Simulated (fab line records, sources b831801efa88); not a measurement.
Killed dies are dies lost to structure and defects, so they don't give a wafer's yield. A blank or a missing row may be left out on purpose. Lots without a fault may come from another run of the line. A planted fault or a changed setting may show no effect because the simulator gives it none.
fab line records | flow sky130
record lots=14 wafers=42 last_day=50
route steps=708 shown GATE_OXIDE@197 LDD_HVP@285 LDD_LDN@303 SD_P@328 PAD_OPEN@708
lots that met no fault: from a run of the same line without faults
start_h: hours from the record's first day to the start of the lot's first wafer shown | wait_h: hours since the lot's step before | " the same as in the row above | L1.1+2: a row that stands for several wafers | - no value, or no start given | * or withheld: withheld | < > ~ a bound
route shown NAME@n: a module of which the file shows steps, and the number in the route of the first | usual: mean/standard deviation of fault-free wafers | same: alike in all rows | chamber/n: place in a boat | sites: the reading at each site | _std_site: their standard deviation | _edge_site: outer sites' mean less inner sites' | radius_mm: how far each site lies from the wafer's centre | mask NAME#n: copy n | behind: the tool/chamber that last shaped the wafer | hold: why the lot was held/for how many hours/how that ended | device: the transistor (n, p or np) that didn't switch | end of line: the same wafers' tests at the end of the route | a step without rows: its recipe alone | killed: dies lost to structure and defects at the first sort, not the wafer's yield | map: a wafer's dies, x killed, . not, _ none there
set.NAME: the setting as run; set.NAME@STEP: as run at that earlier step | model.NAME: the simulator's own value behind a step, which no gauge read
steps of the route over a sample of lots; a table a step, a row a wafer
services: from which hour (start_h, from the record's first day; less than 0 if before it) a tool's chamber was out of use, for how many hours, and why
## steps
# step SKY_GATE_OXIDE_OVL_MEAS_10
# usual GATE_OXIDE_OVL=0.1/1.3
# columns lot.wafer tool chamber start_h wait_h GATE_OXIDE_OVL[nm]
L811.1 overlay-01 - 319.75 0.1 1.6
L811.4 " - " " 0.9
L811.5 " - " " -0.4
L810.3 overlay-02 - 320.33 0.1 -1.4
L810.4 " - " " -0.8
L810.6 " - " " -1.0
L813.2 overlay-02 - 326.06 0.1 0.0
L813.3 " - " " -0.6
L813.6 " - " " 0.5
L814.3 overlay-02 - 331.98 0.1 -3.0
L814.4 " - " " -1.9
L814.5 " - " " -0.3
L815.1 overlay-02 - 344.40 0.1 -0.8
L815.3 " - " " -0.2
L815.5 " - " " -0.6
L817.1 overlay-02 - 369.93 0.1 3.6
L817.2 " - " " 0.6
L817.5 " - " " 1.5
L818.4 overlay-01 - 383.53 0.1 -1.2
L818.5 " - " " 1.1
L818.6 " - " " -1.1
L819.1 overlay-02 - 396.21 0.1 0.8
L819.3 " - " " -1.3
L819.5 " - " " 0.6
L825.2 overlay-02 - 432.09 0.1 -0.6
L825.3 " - " " -0.1
L825.6 " - " " -0.4
L826.1 overlay-01 - 444.00 0.1 -0.9
L826.2 " - " " 2.0
L826.6 " - " " -0.3
L828.2 overlay-01 - 459.81 0.1 -2.4
L828.4 " - " " 0.5
L828.6 " - " " 0.2
L830.2 overlay-01 - 476.71 0.1 -0.9
L830.3 " - " " 1.0
L830.5 " - " " -1.2
L832.1 overlay-02 - 496.95 0.1 2.1
L832.3 " - " " 3.0
L832.4 " - " " 1.9
L833.1 overlay-01 - 500.81 0.1 2.1
L833.2 " - " " 1.0
L833.4 " - " " 0.7
# step SKY_LDD_HVP_OVL_MEAS_07
# usual LDD_HVP_OVL=0.2/1.3
# columns lot.wafer tool chamber start_h wait_h LDD_HVP_OVL[nm]
L811.1 overlay-02 - 505.55 0.1 1.1
L811.4 " - " " 0.9
L811.5 " - " " -0.8
L810.3 overlay-02 - 508.01 0.1 -0.6
L810.4 " - " " 1.7
L810.6 " - " " -0.2
L813.2 overlay-02 - 515.70 0.1 1.8
L813.3 " - " " 0.6
L813.6 " - " " 1.8
L814.3 overlay-02 - 521.36 0.1 1.3
L814.4 " - " " 0.2
L814.5 " - " " 2.1
L815.1 overlay-02 - 533.70 0.1 -0.7
L815.3 " - " " 1.6
L815.5 " - " " -1.4
L817.1 overlay-01 - 562.09 0.1 -0.1
L817.2 " - " " -0.5
L817.5 " - " " 2.1
L818.4 overlay-01 - 574.48 0.1 -0.7
L818.5 " - " " -2.3
L818.6 " - " " -1.0
L819.1 overlay-01 - 590.15 0.1 -0.1
L819.3 " - " " 0.9
L819.5 " - " " 1.4
L825.2 overlay-02 - 625.10 0.1 -0.1
L825.3 " - " " -1.0
L825.6 " - " " -1.0
L826.1 overlay-02 - 634.11 0.1 -0.7
L826.2 " - " " 0.4
L826.6 " - " " -1.7
L828.2 overlay-02 - 649.60 0.1 0.3
L828.4 " - " " -1.7
L828.6 " - " " 1.3
L830.2 overlay-02 - 663.32 0.1 -0.3
L830.3 " - " " -0.1
L830.5 " - " " 2.4
L832.1 overlay-02 - 683.69 0.1 1.2
L832.3 " - " " 2.4
L832.4 " - " " 0.5
L833.1 overlay-01 - 688.05 0.1 0.8
L833.2 " - " " 1.8
L833.4 " - " " -2.0
# step SKY_LDD_LDN_CLEAN_14
# recipe chemistry=SC1/SC2 mix=1:4:20 temp_c=70 time_s=150 dry=n2_spin
# usual bath_guard_temp_C=70.3/0.35 bath_heat_duty_pct=14.0/1.8
# columns lot.wafer tool chamber start_h wait_h bath_guard_temp_C bath_heat_duty_pct
L811.1 wet_bench-04 0 536.44 0.1 70.6 12.2
L811.4 " 0 " " 70.6 11.0
L811.5 " 0 " " 69.9 11.9
L810.3 wet_bench-03 0 538.89 0.0 70.2 15.0
L810.4 " 0 " " 70.1 16.3
L810.6 " 0 " " 70.0 14.7
L813.2 wet_bench-03 2 546.18 0.0 69.5 15.0
L813.3 " 2 " " 69.8 16.2
L813.6 " 2 " " 70.0 14.5
L814.3 wet_bench-03 0 552.34 0.0 70.5 16.0
L814.4 " 0 " " 70.2 14.1
L814.5 " 0 " " 70.1 15.1
L815.1 wet_bench-03 0 565.69 0.1 70.4 15.4
L815.3 " 0 " " 70.3 15.0
L815.5 " 0 " " 70.4 14.7
L817.1 wet_bench-04 3 592.69 0.1 70.2 15.2
L817.2 " 3 " " 70.3 15.9
L817.5 " 3 " " 70.4 15.8
L818.4 wet_bench-02 2 605.29 0.0 70.3 14.0
L818.5 " 2 " " 70.6 12.7
L818.6 " 2 " " 70.5 12.7
L819.1 wet_bench-03 3 620.69 0.1 70.8 15.6
L819.3 " 3 " " 70.6 15.5
L819.5 " 3 " " 70.4 14.4
L825.2 wet_bench-02 3 655.74 0.0 - -
L825.3 " 3 " " - -
L825.6 " 3 " " - -
L826.1 wet_bench-02 3 664.79 0.1 - -
L826.2 " 3 " " - -
L826.6 " 3 " " - -
L828.2 wet_bench-02 0 679.74 0.0 70.4 13.9
L828.4 " 0 " " 70.9 12.1
L828.6 " 0 " " 70.7 14.2
L830.2 wet_bench-02 3 693.59 0.0 69.7 12.5
L830.3 " 3 " " 69.5 11.8
L830.5 " 3 " " 69.8 11.4
L832.1 wet_bench-04 3 713.00 0.1 70.2 16.7
L832.3 " 3 " " 70.3 17.2
L832.4 " 3 " " 69.8 16.8
L833.1 wet_bench-02 2 717.39 0.1 70.3 12.3
L833.2 " 2 " " 70.6 12.8
L833.4 " 2 " " 70.1 14.2
# step SKY_SD_P_OVL_MEAS_08
# usual SD_P_OVL=0.3/1.2
# columns lot.wafer tool chamber start_h wait_h SD_P_OVL[nm]
L811.1 overlay-01 - 598.68 0.1 2.8
L811.4 " - " " 2.2
L811.5 " - " " -0.3
L810.3 overlay-02 - 601.55 0.1 -2.5
L810.4 " - " " -0.4
L810.6 " - " " -2.8
L813.2 overlay-02 - 608.36 0.1 0.4
L813.3 " - " " 0.0
L813.6 " - " " 1.0
L814.3 overlay-02 - 614.01 0.1 1.7
L814.4 " - " " 0.6
L814.5 " - " " 1.0
L815.1 overlay-01 - 627.05 0.1 -2.3
L815.3 " - " " -1.5
L815.5 " - " " -2.3
L817.1 overlay-02 - 652.41 0.1 0.8
L817.2 " - " " 0.0
L817.5 " - " " -0.2
L818.4 overlay-02 - 665.77 0.1 -1.4
L818.5 " - " " -1.0
L818.6 " - " " -2.2
L819.1 overlay-02 - 684.50 0.1 0.1
L819.3 " - " " -0.3
L819.5 " - " " 1.2
L825.2 overlay-01 - 714.32 0.1 1.4
L825.3 " - " " 0.5
L825.6 " - " " -0.2
L826.1 overlay-02 - 726.06 0.1 -0.5
L826.2 " - " " 1.5
L826.6 " - " " -1.2
L828.2 overlay-01 - 737.04 0.1 -0.2
L828.4 " - " " 1.6
L828.6 " - " " 0.0
L830.2 overlay-01 - 751.19 0.1 0.2
L830.3 " - " " 0.3
L830.5 " - " " -0.8
L832.1 overlay-02 - 771.33 0.1 1.1
L832.3 " - " " 2.0
L832.4 " - " " 1.3
L833.1 overlay-01 - 775.56 0.1 1.1
L833.2 " - " " 1.7
L833.4 " - " " -0.3
# step SKY_PAD_OPEN_PROBE_99
# usual killed_at_M0_to_M3=43/7.2 killed_at_M4_up=3.1/1.8 killed_at_contacts=24/5.4 killed_at_front_end=15/4.4 killed_at_other=0.4/0.56 killed_dies=86/9.3 killed_open=47/6.9 killed_short=39/6.6
# same gross_dies=492 killed_at_back_side=0
# columns lot.wafer tool chamber start_h wait_h killed_at_M0_to_M3 killed_at_M4_up killed_at_contacts killed_at_front_end killed_at_other killed_dies killed_open killed_short
L818.4 prober-01 - 1132.81 0.2 41 3 25 11 0 80 45 35
L818.5 prober-01 - 1132.86 0.2 43 5 31 9 1 89 49 40
L818.6 prober-01 - 1132.91 0.2 45 1 28 14 2 90 46 43
L825.2 prober-02 - 1163.50 0.1 38 5 19 17 1 80 33 47
L825.3 prober-02 - 1163.55 0.2 39 4 33 16 0 92 48 44
L826.1 prober-01 - 1178.15 0.1 35 2 31 33 0 101 54 46
L826.2 prober-01 - 1178.20 0.1 45 3 25 16 2 91 44 47
L826.6 prober-01 - 1178.40 0.2 52 5 24 23 0 104 59 45
# killed by level:class
L818.4 LI_CONTACT:geometric_particle:open=7 VIA1:geometric_particle:open=7 VIA2:geometric_particle:open=7 CONTACT:geometric_particle:open=6 METAL2:geometric_particle:short=6 FIELD_ISO:geometric_particle:open=5 LOCAL_INTERCONNECT:geometric_particle:short=5 METAL1:geometric_particle:short=5
L818.5 LI_CONTACT:geometric_particle:open=11 VIA3:geometric_particle:open=8 LOCAL_INTERCONNECT:geometric_particle:short=7 CONTACT:geometric_particle:open=7 VIA2:geometric_particle:open=7 METAL1:geometric_particle:short=6 VIA1:geometric_particle:open=6 METAL2:geometric_particle:short=5
L818.6 CONTACT:geometric_particle:open=10 METAL2:geometric_particle:short=8 VIA1:geometric_particle:short=7 LOCAL_INTERCONNECT:geometric_particle:short=6 VIA1:geometric_particle:open=6 VIA2:geometric_particle:open=5 METAL3:geometric_particle:short=5 FIELD_ISO:geometric_particle:open=4
L825.2 METAL1:geometric_particle:short=9 FIELD_ISO:geometric_particle:short=6 VIA3:geometric_particle:open=6 CONTACT:geometric_particle:open=6 VIA1:geometric_particle:open=5 LI_CONTACT:geometric_particle:open=4 CONTACT:geometric_particle:short=4 VIA1:geometric_particle:short=4
L825.3 CONTACT:geometric_particle:open=11 VIA1:geometric_particle:open=8 CONTACT:geometric_particle:short=7 METAL2:geometric_particle:short=6 VIA3:geometric_particle:open=6 LI_CONTACT:geometric_particle:open=5 LOCAL_INTERCONNECT:geometric_particle:short=5 FIELD_ISO:geometric_particle:open=4
L826.1 CONTACT:geometric_particle:open=10 VIA1:geometric_particle:open=10 LI_CONTACT:geometric_particle:open=7 VIA3:geometric_particle:open=7 FIELD_ISO:geometric_particle:short=6 CONTACT:geometric_particle:short=6 SPACER:geometric_particle:short=6 SPACER:geometric_particle:open=5
L826.2 VIA1:geometric_particle:open=14 CONTACT:geometric_particle:open=8 LOCAL_INTERCONNECT:geometric_particle:short=6 VIA3:geometric_particle:short=6 CONTACT:geometric_particle:short=5 METAL1:geometric_particle:short=5 SPACER:geometric_particle:open=4 SPACER:geometric_particle:short=4
L826.6 CONTACT:geometric_particle:open=13 VIA1:geometric_particle:open=12 VIA3:geometric_particle:open=9 FIELD_ISO:geometric_particle:open=8 METAL1:geometric_particle:short=7 METAL2:geometric_particle:short=6 CONTACT:geometric_particle:short=6 VIA1:geometric_particle:short=6
## services
# columns tool chamber start_h hours kind
wet_bench-03 - 556.70 4.4 pm
## key
first_sign step=SKY_LDD_LDN_CLEAN_14 reading=tool_record direction=missing
effect none on later readings
met_at SKY_LDD_LDN_CLEAN_14
struck_lots L825,L826
tester_left_out L825,L826
not_acting_at SKY_GATE_OXIDE_OVL_MEAS_10,SKY_LDD_HVP_OVL_MEAS_07,SKY_SD_P_OVL_MEAS_08
onset_between 605.29 655.74
fault kind=skipped_step_whole tool=wet_bench-02 chamber=- onset_h=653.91 steps=SKY_LDD_LDN_CLEAN_14 scope=struck_lots_only
# tester_left_out: of these lots the tester's yield and bins aren't shown, on N5 and GAA mostly nor the transistor test; their killed dies are dies lost to structure and defects alone, not to doping, threshold or leakage, so they don't give the yield
